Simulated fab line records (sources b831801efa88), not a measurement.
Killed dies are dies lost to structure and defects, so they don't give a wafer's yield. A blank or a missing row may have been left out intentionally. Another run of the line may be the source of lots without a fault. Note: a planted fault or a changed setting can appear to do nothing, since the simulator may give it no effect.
Comparing a struck lot with a sound one :: flow sky130 :: 23 out of 708 route steps
Sound: wafers L981.1, L981.3, L981.6. Struck: wafers L996.1, L996.4, L996.6. At the end, the cause is stated.
Each step with rows lists, per side, the tool, then ch with its chambers, then its first start. Under that, the readings that differ: sound wafers :: struck wafers :: difference of the means :: sigmas: that difference in standard deviations of wafers without a fault.
alike: readings with means less than 2 such deviations apart, plus words and numbers identical on both sides. not compared: withheld readings, readings lacking a value on some wafer, bounds such as >300 that could conceal the same value, and numbers that have no deviation in the record and whose values overlap.
A row with sigmas, a row that says differs or no value, or rows on one side alone: a step with any of these is where the two part. Numbers that don't overlap but have no deviation are shown without sigmas and don't part them. A reading missing from all wafers of one side parts the sides only when that side holds two or more wafers.

first, 1 step without rows for these wafers: SKY_CAP2M_DEVELOP_11 (develop time 60 s).
SKY_CAP2M_OVL_MEAS_12:
  sound on overlay-02 at day 42 11:58; struck on overlay-02 at day 46 08:18
  alike: CAP2M_OVL
SKY_CAP2M_METAL_ETCH_13: etches TiN in Cl2/BCl3, stops on SiO2, target depth 220 nm, time 62.9 s.
  sound on rie_metal-01 ch 0, day 42 12:00; struck on rie_metal-01 ch 0,1, day 46 08:20
  alike: chamber_pressure_mTorr, drypump_motor_current_A, oes_product_au, throttle_valve_pct
  not compared: rf_hours_counter_h
SKY_CAP2M_STRIP_14: strips in O2/N2.
  sound on plasma_asher-03 ch 0, day 42 12:04; struck on plasma_asher-04 ch 0,1, day 46 08:25
reading: drypump_motor_current_A (A)
sound: 6.5 6.5 6.5
struck: 5.7 5.1 5.7
difference: -1.0
sigmas: -2
  alike: chamber_pressure_mTorr, oes_product_au, strip_time_to_endpoint_s
  not compared: rf_hours_counter_h
then, 8 steps without rows for these wafers: SKY_CAP2M_STRIP_15 (strips in post etch residue remover, time 1200 s); SKY_CAP2M_CLEAN_16 (cleans in IPA, time 180 s); SKY_CAP2M_CLEAN_17 (cleans in O3/DIW); SKY_METAL4_DEHYDRATE_05 (time 60 s); SKY_METAL4_HMDS_06 (prime time 60 s); SKY_METAL4_COAT_07 (resist thk 60 nm); SKY_METAL4_COAT_08 (resist thk 1140 nm); SKY_METAL4_SOFTBAKE_09 (time 90 s).
SKY_METAL4_EXPOSE_10: exposes mask MM4, target cd 300 nm.
  sound on krf_scanner-02 ch 0, day 43 00:29; struck on krf_scanner-01 ch 0, day 46 19:18
  alike: mask, stage_vel_mm_s
then, 2 steps without rows for these wafers: SKY_METAL4_PEB_11; SKY_METAL4_DEVELOP_12 (develop time 60 s).
SKY_METAL4_CD_MEAS_13 targets a cd of 300 nm.
  sound on cd_sem-02 at day 43 11:49; struck on cd_sem-01 at day 47 05:02
reading: cd_nm (nm)
sound: 299.5 299.6 301.3
struck: 137.3 198.8 258.2
difference: -102.0
sigmas: -64
SKY_METAL4_OVL_MEAS_14:
  sound on overlay-01 at day 43 11:56; struck on overlay-01 at day 47 05:10
  alike: METAL4_OVL
SKY_METAL4_DESCUM_15: chemistry O2, time 8 s.
  sound on rie_metal-01 ch 0,1, day 43 11:58; struck on rie_metal-02 ch 0, day 47 05:12
reading: model.METAL4.cd_nm (nm)
sound: 299.4 299.7 301.8
struck: 137.4 198.8 257.8
difference: -102.3
sigmas: 
  alike: chamber_pressure_mTorr, drypump_motor_current_A, oes_product_au
  not compared: rf_hours_counter_h
SKY_METAL4_ETCH_16: etches BARC in N2/H2, stops on SiO2, time 88.2 s, target depth 60 nm.
  sound on rie_metal-01 ch 0,1, day 43 12:00; struck on rie_metal-02 ch 0, day 47 05:14
  alike: chamber_pressure_mTorr, drypump_motor_current_A, oes_product_au, throttle_valve_pct
  not compared: rf_hours_counter_h
SKY_METAL4_ETCH_17: etches SiO2 in C4F8/O2/Ar, stops on TiN, time 3.9 s, target depth 15 nm.
  sound on rie_diel-04 ch 0,1,3, day 43 12:06; struck on rie_diel-04 ch 1,2, day 47 05:20
  alike: chamber_pressure_mTorr, oes_product_au
  not compared: rf_hours_counter_h
SKY_METAL4_METAL_ETCH_18: etches the open film in Cl2/BCl3, stops on SiO2, target depth 845 nm, time 183.1 s.
  sound on rie_metal-02 ch 0,1, day 43 12:07; struck on rie_metal-01 ch 0,1, day 47 05:20
reading: model.METAL4.cd_nm (nm)
sound: 300.1 306.5 306.9
struck: 139.4 203.9 261
difference: -103.1
sigmas: 
  alike: chamber_pressure_mTorr, drypump_motor_current_A, oes_product_au, throttle_valve_pct
  not compared: rf_hours_counter_h
SKY_METAL4_STRIP_19: strips in O2/N2.
  sound on plasma_asher-01 ch 1, day 43 12:17; struck on plasma_asher-04 ch 0,1, day 47 05:31
  alike: chamber_pressure_mTorr, drypump_motor_current_A, oes_product_au, strip_time_to_endpoint_s
  not compared: rf_hours_counter_h
-- the record jumps here: 3 days lie between the struck wafers' starts before and after (it left off in module METAL4 and takes up again in module PAD_OPEN, whose first step shown is number 708 of the route) --
SKY_PAD_OPEN_PROBE_99:
  sound on prober-01 at day 47 07:06; struck on prober-01 at day 50 11:54
reading: defect_limited_yield (%)
sound: 79.5 82.5 83.3
struck: 0 0 73.8
difference: -57
sigmas: -30

reading: killed_at_M4_up
sound: 2 4 4
struck: 413 411 40
difference: +285
sigmas: +99 or more

reading: killed_dies
sound: 101 86 82
struck: 492 492 129
difference: +281
sigmas: +31

reading: killed_on_rim
sound: 21 16 20
struck: 96 96 44
difference: +60
sigmas: +17

reading: sort_bin_5_function (%)
sound: 12.8 9.3 10.6
struck: 92.9 92.1 17.9
difference: +56.7
sigmas: +38

reading: sort_n_pass
sound: 391 406 410
struck: 0 0 363
difference: -281
sigmas: -31

reading: sort_yield_pct (%)
sound: 79.5 82.5 83.3
struck: 0 0 73.8
difference: -57
sigmas: -30
  alike: killed_at_M0_to_M3, killed_at_contacts, killed_at_front_end, killed_at_other, killed_open, killed_short, sort_bin_3_pad_short, sort_bin_6_memory

WHERE THEY PART
First at SKY_CAP2M_STRIP_14; last, within this record, at SKY_PAD_OPEN_PROBE_99.

WHY: what the simulator had put in
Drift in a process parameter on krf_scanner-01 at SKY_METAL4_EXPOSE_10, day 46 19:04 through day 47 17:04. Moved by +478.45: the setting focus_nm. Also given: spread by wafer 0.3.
